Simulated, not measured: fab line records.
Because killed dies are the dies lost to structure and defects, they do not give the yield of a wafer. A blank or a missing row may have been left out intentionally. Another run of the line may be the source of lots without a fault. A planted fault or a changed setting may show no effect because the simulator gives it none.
What tool caused it? | flow sky130 | 18 wafers sampled from 6 lots at 1 step of a route of 708

== WHAT THE GAUGES READ, wafer by wafer ==
SKY_FIELD_ISO_CD_MEAS_13 targets a cd of 150 nm.
lot  | measured    | on       | cdNm (nm)
L895 | day 2 10:40 | cdSem-02 | 151.9 151.3 152.3
L897 | day 2 21:15 | cdSem-01 | 149.1 150.3 148.9
L900 | day 3 11:42 | cdSem-02 | 147.8 148.1 147.4
L905 | day 4 13:21 | cdSem-02 | 147.9 148.8 150.2
L913 | day 6 09:06 | cdSem-02 | 149.3 150.7 150.1
L916 | day 6 23:49 | cdSem-02 | 149.7 150.7 149.3

== WHAT TOOL EACH LOT RAN ON (gives the tool, then ch and the chambers of the sampled wafers, and finally the start) ==
The record shows no process step preceding these readings.

== THE ANSWER, worked out from the rows above alone ==
Rule: the lots themselves supply what counts as usual. Put in order of their means at a reading, lots are off if they are a third of the lots or fewer, leave a main group of 4 or more, and stand apart from it by a gap of 3 or more times the standard deviation of the main group's means; of several such gaps the widest counts. The tables above print the reading to a certain number of digits; a main group whose means all agree to those digits is not used. Also off: a lot with no number at a reading for which 4 or more lots have one. Any other lot the step has rows for is counted as sound.
Across all readings shown, no lot is off: no conclusion can be drawn from this.

== WHAT THE SIMULATOR PUT IN ==
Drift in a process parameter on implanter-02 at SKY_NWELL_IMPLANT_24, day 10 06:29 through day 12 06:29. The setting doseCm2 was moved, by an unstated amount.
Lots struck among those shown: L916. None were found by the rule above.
